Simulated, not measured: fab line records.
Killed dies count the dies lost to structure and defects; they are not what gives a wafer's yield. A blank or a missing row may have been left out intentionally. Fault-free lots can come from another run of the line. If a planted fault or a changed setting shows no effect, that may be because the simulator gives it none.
Struck lot and sound lot, side by side    flow gf180mcu    18 out of 602 route steps
Sound: these wafers, L793.2, L793.4, L793.6. Struck: wafers L785.4, L785.6 (left out: L785.3, a lot-mate that was not struck); the cause follows at the end.
At each step with rows: each side's tool, then ch and its chambers, then its first start. Under that, the readings that differ: sound wafers    struck wafers    difference of the means    sigmas: that difference in standard deviations of wafers without a fault.
alike: readings whose means differ by less than 2 such deviations, and words and numbers that are the same on both sides. not compared: withheld readings, readings that some wafer has no value for, bounds like >300 that may hide the same value, and numbers for which the record gives no deviation and whose values overlap.
Wherever a step has rows on one side only, a row that says differs or no value, or a row with sigmas, the two part there. When numbers do not overlap yet have no deviation, they are printed without sigmas and do not part them. Lack of a reading on every wafer of one side parts them only where that side has two or more wafers.

first, 2 steps without rows for these wafers: GF_CONTACT_PEB_12 (peb time 90 s); GF_CONTACT_DEVELOP_13 (develop time 60 s).
GF_CONTACT_CD_MEAS_14 targets a cd of 220 nm.
  sound on cd_sem-02 at day 23 09:14; struck on cd_sem-02 at day 20 22:59
  alike: cd_nm
GF_CONTACT_OVL_MEAS_15:
  sound on overlay-01 at day 23 09:20; struck on overlay-02 at day 20 23:04
  alike: CONTACT_OVL
GF_CONTACT_ETCH_16: etches BARC in N2/H2.
  sound on rie_diel-03 ch 0,1,3, day 23 09:22; struck on rie_diel-01 ch 0,3, day 20 23:06
  alike: drypump_motor_current_A, oes_product_au, throttle_valve_pct
GF_CONTACT_ETCH_17: etches SiO2 in C4F8/O2/Ar, stops on CoSi2, target depth 860 nm.
  sound on rie_diel-03 ch 0,1,3; struck on rie_diel-01 ch 0,3
  alike: oes_product_au
GF_CONTACT_STRIP_18: strips in O2/N2.
  sound on plasma_asher-04 ch 0,1, day 23 09:32; struck on plasma_asher-03 ch 0,1, day 20 23:17
  alike: drypump_motor_current_A, heater_power_w, oes_product_au, platen_temp_c
  not compared: rf_hours_counter_h
then, 3 steps without rows for these wafers: GF_CONTACT_CLEAN_19 (cleans in SPM); GF_CONTACT_CLEAN_20 (cleans in DIW); GF_CONTACT_CLEAN_21 (cleans in dHF, time 20 s).
GF_CONTACT_SPUTTER_22: material Ti, target thk 15 nm, time 80.02 s.
  sound on pvd_sputter-01 at day 23 09:50; struck on pvd_sputter-01 at day 20 23:35
  alike: throttle_valve_pct
GF_CONTACT_SPUTTER_23: material TiN, target thk 10 nm, time 40 s.
  sound on pvd_sputter-01 at day 23 09:54; struck on pvd_sputter-01 at day 20 23:38
  alike: throttle_valve_pct
GF_CONTACT_CVD_24: deposits W, target thk 300 nm, time 90.339 s.
  sound on cvd_w-01 ch 0,1, day 23 09:56; struck on cvd_w-02 ch 1, day 20 23:43
reading                                sound              struck     difference  sigmas
heater_power_w (W)                     840 738 750        885 883    +108        +2
model.W_of_CONTACT_CVD_24.thk_nm (nm)  299.6 298.4 298.8  362 358.8  +61         
GF_CONTACT_RS_MEAS_25: a four-point-probe measurement.
  sound on film_metro-01 at day 23 10:03; struck on film_metro-01 at day 20 23:49
reading                sound              struck       difference  sigmas
CONTACT_W_RS (ohm/sq)  0.383 0.384 0.384  0.316 0.319  -0.066      -18
GF_CONTACT_THK_MEAS_26: measures by xrf.
  sound on film_metro-01 at day 23 10:10; struck on film_metro-01 at day 20 23:55
reading             sound        struck   difference  sigmas
CONTACT_W_THK (nm)  303 303 304  367 362  +61         +19
GF_CONTACT_CMP_27: polishes, stops on SiO2, t overpolish 15 s, target thk 0 nm.
  sound on cmp-01 ch 0,2,3, day 23 10:16; struck on cmp-01 ch 1,3, day 21 00:04
reading                 sound           struck     difference  sigmas
time_to_endpoint_s (s)  71.5 67.9 74.1  83.8 81.6  +11.5       +4
  alike: motor_current_A
then, 1 step without rows for these wafers: GF_M1_SPUTTER_00 (material Ti, target thk 37.5 nm, time 150 s).
GF_PASSIVATION_PROBE_99:
  rows exist in the record for the sound wafers here (prober-01, day 34 11:03), none for the struck ones

== WHERE THEY PART ==
Earliest at GF_CONTACT_CVD_24; latest, in this record, at GF_PASSIVATION_PROBE_99.

WHY: what had been put in by the simulator
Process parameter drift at GF_CONTACT_CVD_24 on cvd_w-02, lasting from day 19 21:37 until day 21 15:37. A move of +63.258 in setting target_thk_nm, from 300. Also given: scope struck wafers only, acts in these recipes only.
